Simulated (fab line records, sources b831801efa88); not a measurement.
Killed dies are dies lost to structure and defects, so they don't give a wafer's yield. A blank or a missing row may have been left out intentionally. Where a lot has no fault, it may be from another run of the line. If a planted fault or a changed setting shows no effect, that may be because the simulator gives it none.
Matching of chambers    flow sky130    SKY_VIA2_ETCH_14 on rie_diel-03 has 4 sister chambers
The step etches BARC in N2/H2, stops on SiO2, time 45.9 s, target depth 60 nm. 18 wafers are shown with their chamber, then 9 later ones without.

## EACH WAFER AND ITS CHAMBER
wafer   chamber  throttle_valve_pct (%)  oes_product_au (a.u.)  h2_flow_sccm (sccm)
L074.2  3        13.225                  0.854                  201.1
L074.4  0        13.226                  0.853                  199.9
L074.5  3        13.234                  0.855                  200.5
L076.1  3        13.218                  0.864                  200.3
L076.4  3        13.223                  0.851                  200.1
L076.6  1        13.234                  0.848                  199.5
L077.1  1        13.227                  0.855                  199.6
L077.2  0        13.226                  0.851                  200.1
L077.6  3        13.230                  0.855                  199.1
L079.4  2        13.233                  0.858                  200.2
L079.5  1        13.235                  0.853                  200.3
L079.6  0        13.215                  0.851                  198.9
L082.1  1        13.209                  0.854                  199.3
L082.2  3        13.232                  0.855                  199.9
L082.3  0        13.232                  0.847                  200.6
L085.1  1        13.230                  0.862                  200.9
L085.2  0        13.221                  0.857                  199.7
L085.3  2        13.230                  0.851                  199.7

SIGNATURES, as means of the wafers listed above
reading             chamber 0  chamber 1  chamber 2  chamber 3  scatter within a chamber
throttle_valve_pct  13.22400   13.22700   13.23150   13.22700   0.00754
oes_product_au      0.85180    0.85440    0.85450    0.85567    0.00442
h2_flow_sccm        199.840    199.920    199.950    200.167    0.636
Rule: distance of a wafer from a chamber = root of the sum over the readings of ((wafer's reading minus chamber's mean) / reading's scatter) squared. The wafer belongs to the nearest chamber; if the next one is less than 2 further off, it can't be placed. The scatter: the root of (the sum of the squares of (reading less its chamber's mean) over the shown wafers, divided by (wafers less chambers)).

## WAFERS WITH NO CHAMBER GIVEN
wafer   throttle_valve_pct (%)  oes_product_au (a.u.)  h2_flow_sccm (sccm)
L092.3  13.232                  0.854                  199.8
L092.4  13.213                  0.853                  200.8
L092.5  13.238                  0.859                  199.4
L093.1  13.230                  0.852                  199.1
L093.3  13.219                  0.857                  200.5
L093.6  13.213                  0.850                  199.0
L095.1  13.221                  0.851                  199.2
L095.4  13.235                  0.863                  200.6
L095.6  13.219                  0.848                  199.0

## THE CHAMBER EACH PASSED THROUGH
wafer   from the rows above                in truth
L092.3  can't be placed: 2 or 1 or 3 or 0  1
L092.4  can't be placed: 0 or 3 or 1 or 2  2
L092.5  can't be placed: 2 or 1 or 3 or 0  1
L093.1  can't be placed: 0 or 1 or 2 or 3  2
L093.3  can't be placed: 3 or 1 or 0 or 2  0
L093.6  can't be placed: 0 or 1 or 3 or 2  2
L095.1  can't be placed: 0 or 1 or 2 or 3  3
L095.4  can't be placed: 3 or 2 or 1 or 0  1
L095.6  can't be placed: 0 or 1 or 2 or 3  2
0 of 9 placed correctly. Cannot be placed on the basis of these rows: 9; the candidates contain the true chamber in 9. Placed wrongly: 0.
